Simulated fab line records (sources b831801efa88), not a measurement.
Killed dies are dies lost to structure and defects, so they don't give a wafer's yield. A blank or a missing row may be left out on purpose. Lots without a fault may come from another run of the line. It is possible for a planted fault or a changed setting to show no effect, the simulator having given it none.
Code-filled problem report in 8D (eight disciplines) form :: flow gf180mcu :: the parts of the form that need people (team, actions taken, sign-off) are left out

## 1. PROBLEM STATEMENT
Mean M3_ALCU_THK at GF_M3_THK_MEAS_06: 409 nm over 6 wafers in 2 lots; fault-free wafers: 444 nm, standard deviation 5.2. That is -6.7 standard deviations from the usual mean.
The step: measures by xrf.
First observed at day 25 13:48: wafer L307.2, on film metro-02. At this step, 36 wafers from 12 lots have a number in the record. The rule behind "out" and "out of limits": a value lying over 4 standard deviations away from the usual mean. Any other wafer with a number is counted as sound.

## 2. WHAT IT IS; WHAT IT IS NOT
question: which readings at this step
is: M3_ALCU_THK
is not: -

question: which lots
is: L307, L310
is not: L295, L299, L300, L301, L303, L309, L311, L314, L315, L316

question: which wafers of those lots
is: all that have a number
is not: -

question: read on which gauges
is: film metro-01, film metro-02
is not: film metro-04

question: when
is: from day 25 13:48
is not: up to then (15 sound wafers); but 15 sound wafers of L309, L311, L314, L315, L316 came after

## 3. WHAT RULES OUT EACH SUSPECT
Counting: a tool at any process step up to the reading remains a suspect when it ran all the lots that are out and ran no sound lot after the first of those.
- the gauge at GF_M3_THK_MEAS_06 has been ruled out. 2 gauges (film metro-01, film metro-02) read the wafers that are out.
- cmp-02 at GF_V2_CMP_26 (polishes, stops on SiO2, t overpolish 15 s, target thk 0 nm): ruled out as a lasting fault. The sound lots L314, L315, L316 went through it after L307, its earliest lot that is out (day 25 13:12).
- pvd sputter-03 at GF_M3_SPUTTER_04 (material TiN, target thk 50 nm, time 41.7 s): kept. It processed each lot that is out, first L307 at day 25 13:38, and no sound lot thereafter; up to then, the last sound lot it processed was L303 at day 23 21:34.
After counting, what remains is pvd sputter-03 at GF_M3_SPUTTER_04.

## 4. THE CAUSE (what the simulator had put in)
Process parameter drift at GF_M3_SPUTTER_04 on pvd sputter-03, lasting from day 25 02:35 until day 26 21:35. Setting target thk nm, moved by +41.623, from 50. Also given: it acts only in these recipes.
Only this tool survived the counting.

## 5. THE CHAIN OF EFFECTS, in route order
One row per reading whose mean, taken over the struck wafers that have a number, lies over 3 standard deviations from the usual. Only readings whose record carries a usual standard deviation are examined. hours: median over the lots of the time between each lot's start at the first step of this table that gives one and its start at this step. sigmas: the change, counted in usual standard deviations.
hours: 0
step: GF_M3_THK_MEAS_06
reading: M3_ALCU_THK
usual: 444 nm
on struck wafers: 409
change: -35
sigmas: -6.7

## 6. HOW IT WOULD HAVE BEEN CAUGHT EARLIER
Counted from the fault's start at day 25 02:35, it took 11 hours until the first out-of-limits reading at a measuring or inspecting step in this record, taken at day 25 13:48.
An alarm limit of 4 standard deviations would not have fired on the tool readings at GF_M3_SPUTTER_04 for which the record gives a usual standard deviation, since none of them was out on any struck wafer.
Lots out: 2; of these, L310 started GF_M3_SPUTTER_04 on pvd sputter-03 after day 25 13:48. It would have been spared by a hold on the tool at that moment.
